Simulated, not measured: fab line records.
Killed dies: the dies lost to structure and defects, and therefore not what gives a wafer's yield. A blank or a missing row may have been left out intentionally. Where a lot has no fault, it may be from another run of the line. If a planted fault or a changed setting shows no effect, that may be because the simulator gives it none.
The tool behind it: which one?    flow gf180mcu    14 lots with 42 wafers sampled at 4 steps, on a route of 602 steps

## WHAT EACH GAUGE READ, for each wafer
GF_STI_BOW_MEAS_00.
lot   measured     on             INCOMING_BOW (um)
L527  day 1 10:00  film_metro-02  7 2 -1
L529  day 1 20:00  film_metro-01  -4 2 5
L531  day 2 06:02  film_metro-03  3 -4 -4
L533  day 2 16:00  film_metro-03  6 -13 -1
L534  day 2 21:00  film_metro-01  1 -1 -1
L535  day 3 02:04  film_metro-01  8 4 -2
L537  day 3 12:01  film_metro-01  1 1 1
L539  day 3 22:00  film_metro-02  -1 2 -1
L540  day 4 03:00  film_metro-01  0 -4 -9
L545  day 5 04:01  film_metro-02  9 -2 -4
L546  day 5 09:02  film_metro-02  -2 -6 0
L547  day 5 14:00  film_metro-01  -9 -9 -1
L548  day 5 19:02  film_metro-02  -5 -3 2
L549  day 6 00:00  film_metro-03  7 4 13

GF_V2_THK_MEAS_01.
lot   measured      on             V2_CVD_00_THK (nm)
L527  day 19 05:28  film_metro-03  603 605 606
L529  day 20 01:04  film_metro-04  609 597 607
L531  day 20 18:16  film_metro-02  603 602 603
L533  day 21 16:31  film_metro-02  597 598 607
L534  day 22 02:16  film_metro-04  601 600 598
L535  day 22 10:03  film_metro-03  592 601 604
L537  day 23 07:57  film_metro-03  602 602 605
L539  day 23 22:29  film_metro-02  597 605 601
L540  day 24 00:17  film_metro-03  599 601 599
L545  day 25 19:05  film_metro-03  607 609 604
L546  day 26 00:44  film_metro-02  598 596 594
L547  day 26 08:02  film_metro-03  605 597 599
L548  day 26 13:01  film_metro-04  601 602 605
L549  day 26 20:50  film_metro-04  604 605 602

## WHAT TOOL EACH LOT RAN ON (gives the tool, then ch and the chambers of the sampled wafers, and finally the start)
lot   GF_MVPSD_PEB_05                    GF_DUAL_GATE_STRIP_13
L527  litho_track-03 ch 0, day 5 00:00   plasma_asher-02 ch 0,1, day 8 07:53
L529  litho_track-01 ch 0, day 5 11:00   plasma_asher-01 ch 1, day 8 21:29
L531  litho_track-01 ch 0, day 5 23:00   plasma_asher-04 ch 0,1, day 9 11:22
L533  litho_track-02 ch 0, day 6 12:00   plasma_asher-01 ch 0,1, day 10 03:44
L534  litho_track-02 ch 0, day 6 18:00   plasma_asher-02 ch 0,1, day 10 08:32
L535  litho_track-01 ch 0, day 7 00:00   plasma_asher-02 ch 0,1, day 10 16:27
L537  litho_track-02 ch 0, day 7 12:00   plasma_asher-02 ch 0,1, day 11 06:49
L539  litho_track-02, day 8 00:00        plasma_asher-02 ch 0,1, day 11 20:37
L540  litho_track-01, day 8 04:00        plasma_asher-02 ch 0,1, day 12 00:22
L545  litho_track-03 ch 0, day 9 11:00   plasma_asher-01 ch 0,1, day 13 14:28
L546  litho_track-01 ch 0, day 9 16:00   plasma_asher-02 ch 0,1, day 13 19:15
L547  litho_track-01 ch 0, day 9 23:00   plasma_asher-04 ch 0,1, day 14 03:26
L548  litho_track-03 ch 0, day 10 05:00  plasma_asher-01 ch 0,1, day 14 10:49
L549  litho_track-01 ch 0, day 10 10:00  plasma_asher-04 ch 0,1, day 14 16:14
- GF_MVPSD_PEB_05
- GF_DUAL_GATE_STRIP_13: strips in O2/N2.

## AS READ BY THE TOOLS THEMSELVES (means over the sampled wafers that have a number; for cases with no such wafer, the mark the record gives instead)
GF_MVPSD_PEB_05.
lot   tool            chill_plate_temp_C (C)  exhaust_pa (Pa)  heater_power_total_W (W)  resist_line_temp_C (C)
L527  litho_track-03  23.04                   44.2             69.35                     23.15
L529  litho_track-01  22.92                   45.7             69.29                     22.83
L531  litho_track-01  22.88                   44.6             69.36                     23.02
L533  litho_track-02  22.92                   43.9             69.29                     23.04
L534  litho_track-02  23.10                   45.9             69.19                     22.90
L535  litho_track-01  23.13                   45.0             69.36                     23.00
L537  litho_track-02  23.01                   44.5             69.33                     23.19
L539  litho_track-02  -                       -                -                         -
L540  litho_track-01  -                       -                -                         -
L545  litho_track-03  23.09                   44.6             69.49                     22.96
L546  litho_track-01  23.11                   44.3             69.44                     23.07
L547  litho_track-01  23.06                   44.3             69.32                     23.03
L548  litho_track-03  23.04                   45.0             69.33                     23.00
L549  litho_track-01  22.98                   45.1             69.26                     22.97

GF_DUAL_GATE_STRIP_13.
lot   tool             drypump_motor_current_A (A)  heater_power_w (W)  oes_product_au (a.u.)  strip_time_to_endpoint_s (s)
L527  plasma_asher-02  5.73                         329                 0.716                  12.595
L529  plasma_asher-01  5.57                         354                 0.712                  12.622
L531  plasma_asher-04  5.81                         341                 0.716                  12.646
L533  plasma_asher-01  5.59                         357                 0.716                  12.629
L534  plasma_asher-02  5.95                         351                 0.714                  12.634
L535  plasma_asher-02  5.94                         352                 0.718                  12.625
L537  plasma_asher-02  5.98                         351                 0.713                  12.656
L539  plasma_asher-02  5.76                         333                 0.719                  12.580
L540  plasma_asher-02  5.74                         333                 0.718                  12.595
L545  plasma_asher-01  5.65                         370                 0.715                  12.598
L546  plasma_asher-02  5.75                         338                 0.716                  12.634
L547  plasma_asher-04  5.79                         335                 0.717                  12.629
L548  plasma_asher-01  5.63                         369                 0.720                  12.628
L549  plasma_asher-04  5.79                         343                 0.717                  12.648

## THE ANSWER, worked out from the rows above alone
Rule: what is usual is taken from the lots themselves. The widest of any qualifying gaps counts: lots, ordered by their means at a reading, are off when they make up no more than a third of the lots, leave a main group of 4 or more, and stand apart from it by 3 or more times the standard deviation of that group's means. A main group whose means are all the same, to the digits that the tables above print for the reading, isn't used. A lot without any number at a reading at which 4 lots or more have one is off too. The other lots that the step has rows for count as sound. The gauges are gone through in route order, then the tools' own readings, and for those a lot's mean is taken as printed above. At the first step where some lot is off, the reading lying furthest off is the one used; lots without a number count as furthest.
Off at GF_MVPSD_PEB_05 (chill_plate_temp_C): L539, L540. Without a number there: L539, L540. The main group has a mean of 23.02 C with a standard deviation of 0.079.
If a tool, at that step or one of the process steps before it, ran each lot that is off and ran no sound lot following the first of them, it fits. Not one of the candidates tried fits.

## WHAT THE SIMULATOR PUT IN
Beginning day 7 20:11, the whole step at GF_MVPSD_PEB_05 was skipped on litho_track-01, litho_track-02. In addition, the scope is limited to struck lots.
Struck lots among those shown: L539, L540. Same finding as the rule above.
